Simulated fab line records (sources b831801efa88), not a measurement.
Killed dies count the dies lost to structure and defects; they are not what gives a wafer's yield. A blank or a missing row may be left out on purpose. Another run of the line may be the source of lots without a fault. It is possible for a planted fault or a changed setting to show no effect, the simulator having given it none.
A struck lot beside a sound one :: flow sky130 :: 15 steps out of a route of 708
Sound: the wafers L334.1, L334.3, L334.5. Struck: wafer L335.6 (left out: L335.1, L335.5 of the same lot, which were not struck); the cause appears at the end.
Per side, at each step with rows, come the tool, then ch with its chambers, and then its first start. Under that, the readings that differ: sound wafers :: struck wafers :: difference of the means :: sigmas: that difference in standard deviations of wafers without a fault.
alike: readings whose means differ by less than 2 such deviations, and words and numbers that are the same on both sides. not compared: withheld readings, readings that some wafer has no value for, bounds like >300 that may hide the same value, and numbers for which the record gives no deviation and whose values overlap.
The two part at a step that has a row with sigmas, a row that says differs or no value, or rows on one side only. Numbers that don't overlap but have no deviation are shown without sigmas and don't part them. A reading that every wafer of one side lacks parts them only if that side has two wafers or more.

first, 5 steps without rows for these wafers: SKY_VIA2_STRIP_17 (strips in post etch residue remover, time 1200 s); SKY_VIA2_CLEAN_18 (cleans in IPA, time 180 s); SKY_VIA2_CLEAN_19 (cleans in O3/DIW); SKY_VIA2_SPUTTER_20 (material TiN, target thk 20 nm, time 80 s); SKY_VIA2_CVD_21 (deposits W, target thk 420 nm, time 126.4 s).
SKY_VIA2_RS_MEAS_22: measurement is done with a four-point probe.
  sound: film metro-01 at day 38 03:05; struck: film metro-04 at day 38 04:23
  alike: VIA2_W_RS
SKY_VIA2_THK_MEAS_23: measures by xrf.
  sound: film metro-01 at day 38 03:12; struck: film metro-04 at day 38 04:30
  alike: VIA2_W_THK
SKY_VIA2_CMP_24: polishes, stops on SiO2, t overpolish 20 s, target thk 0 nm.
  sound on cmp-02 ch 0,1,2, day 38 03:16; struck on cmp-02 ch 3, day 38 04:37
  alike: motor current A, overpolish run s, time to endpoint s
SKY_METAL3_SPUTTER_00: material Ti, target thk 15 nm, time 10 s.
  sound: pvd sputter-02 at day 38 03:34; struck: pvd sputter-01 at day 38 04:52
  alike: chamber pressure pa, throttle valve pct
SKY_METAL3_SPUTTER_01: material TiN, target thk 20 nm, time 16.7 s.
  sound: pvd sputter-02 at day 38 03:35; struck: pvd sputter-01 at day 38 04:53
  alike: chamber pressure pa, throttle valve pct
SKY_METAL3_SPUTTER_02: material AlCu, target thk 735 nm, time 39.1 s.
  sound: pvd sputter-02 at day 38 03:37; struck: pvd sputter-01 at day 38 04:55
  alike: chamber pressure pa, throttle valve pct
SKY_METAL3_SPUTTER_03: material Ti, target thk 5 nm, time 3.3 s.
  sound: pvd sputter-02 at day 38 03:39; struck: pvd sputter-01 at day 38 04:57
  alike: chamber pressure pa, throttle valve pct
SKY_METAL3_SPUTTER_04: material TiN, target thk 70 nm, time 58.3 s.
  sound: pvd sputter-02 at day 38 03:40; struck: pvd sputter-01 at day 38 04:58
reading: chamber pressure pa (Pa)
sound: 0.3989 0.4003 0.3995
struck: 0.4260
difference: +0.0264
sigmas: +33
  alike: throttle valve pct
then, 1 step without rows for these wafers: SKY_CAPM_CVD_00 (deposits SiO2, target thk 15.5 nm).
-- the record jumps here: 9 days lie between the struck wafers' starts before and after (it left off in module CAPM and takes up again in module PAD_OPEN, whose first step shown is number 708 of the route) --
SKY_PAD_OPEN_PROBE_99:
  sound: prober-01 at day 47 03:45; struck: prober-01 at day 47 05:58
reading: defect limited yield (%)
sound: 82.1 80.5 78.0
struck: 84.6
difference: +4.4
sigmas: +2

reading: killed dies
sound: 88 96 108
struck: 76
difference: -21
sigmas: -2

reading: sort_bin_5_function (%)
sound: 10.2 12.4 14.6
struck: 8.5
difference: -3.9
sigmas: -3

reading: sort n pass
sound: 404 396 384
struck: 416
difference: +21
sigmas: +2

reading: sort yield pct (%)
sound: 82.1 80.5 78.0
struck: 84.6
difference: +4.4
sigmas: +2
  alike: killed_at_M0_to_M3, killed_at_M4_up, killed at contacts, killed at front end, killed at other, killed on rim, killed open, killed short, sort_bin_3_pad_short, sort_bin_6_memory

## WHERE THEY PART
Last at SKY_PAD_OPEN_PROBE_99 as far as this record goes, first at SKY_METAL3_SPUTTER_04.

WHY: the cause the simulator had injected
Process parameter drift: pvd sputter-01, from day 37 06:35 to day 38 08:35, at SKY_METAL3_SPUTTER_04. A move of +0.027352 in setting chamber pressure pa, from 0.4. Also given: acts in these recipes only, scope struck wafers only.
